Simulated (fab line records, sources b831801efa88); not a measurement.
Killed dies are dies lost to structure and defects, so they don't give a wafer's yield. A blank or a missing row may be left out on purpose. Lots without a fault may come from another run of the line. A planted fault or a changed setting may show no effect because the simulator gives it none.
Chamber matching | flow gf180mcu | GF_CONTACT_ETCH_16 on rie_diel-03: 4 sister chambers
The step etches BARC in N2/H2. 14 wafers are shown with their chamber, then 7 later ones without.

WAFERS WITH THEIR CHAMBER
wafer  | chamber | drypump_motor_current_A (A) | oes_product_au (a.u.) | throttle_valve_pct (%)
L932.1 | 1       | 5.7                         | 0.854                 | 13.218
L932.2 | 0       | 4.7                         | 0.857                 | 13.246
L932.4 | 2       | 5.7                         | 0.858                 | 13.232
L934.1 | 1       | 5.7                         | 0.851                 | 13.234
L934.3 | 2       | 5.7                         | 0.852                 | 13.215
L934.5 | 2       | 5.7                         | 0.853                 | 13.234
L936.1 | 1       | 5.7                         | 0.848                 | 13.228
L936.2 | 0       | 4.8                         | 0.857                 | 13.236
L936.3 | 2       | 5.7                         | 0.861                 | 13.222
L941.3 | 3       | 5.1                         | 0.845                 | 13.214
L941.4 | 1       | 5.7                         | 0.850                 | 13.215
L941.5 | 1       | 5.7                         | 0.855                 | 13.227
L942.2 | 2       | 5.7                         | 0.856                 | 13.210
L942.5 | 3       | 5.1                         | 0.852                 | 13.229

SIGNATURES (means of the wafers above)
reading                 | chamber 0 | chamber 1 | chamber 2 | chamber 3 | scatter within a chamber
drypump_motor_current_A | 4.750     | 5.700     | 5.700     | 5.100     | 0.0224
oes_product_au          | 0.85700   | 0.85160   | 0.85600   | 0.84850   | 0.00334
throttle_valve_pct      | 13.24100  | 13.22440  | 13.22260  | 13.22150  | 0.00916
Rule: a wafer's distance from a chamber is the root of the sum, over the readings, of the square of ((its reading less the chamber's mean) divided by the reading's scatter). The wafer belongs to the nearest chamber; if the next one is less than 2 further off, it can't be placed. The scatter: the root of (the sum of the squares of (reading less its chamber's mean) over the shown wafers, divided by (wafers less chambers)).

WAFERS WITHOUT THEIR CHAMBER
wafer  | drypump_motor_current_A (A) | oes_product_au (a.u.) | throttle_valve_pct (%)
L942.6 | 5.7                         | 0.856                 | 13.234
L945.4 | 5.7                         | 0.849                 | 13.245
L945.5 | 5.7                         | 0.849                 | 13.224
L945.6 | 5.1                         | 0.859                 | 13.220
L946.2 | 5.1                         | 0.852                 | 13.216
L946.4 | 5.7                         | 0.848                 | 13.219
L946.6 | 5.7                         | 0.847                 | 13.211

WHICH CHAMBER EACH WENT THROUGH
wafer  | from the rows above     | in truth
L942.6 | can't be placed: 2 or 1 | 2
L945.4 | can't be placed: 1 or 2 | 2
L945.5 | can't be placed: 1 or 2 | 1
L945.6 | 3                       | 3
L946.2 | 3                       | 3
L946.4 | can't be placed: 1 or 2 | 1
L946.6 | can't be placed: 1 or 2 | 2
Placed correctly: 2 of 7. Can't be placed from these rows: 5 (the true chamber is among the candidates in 5). Placed wrongly: 0.
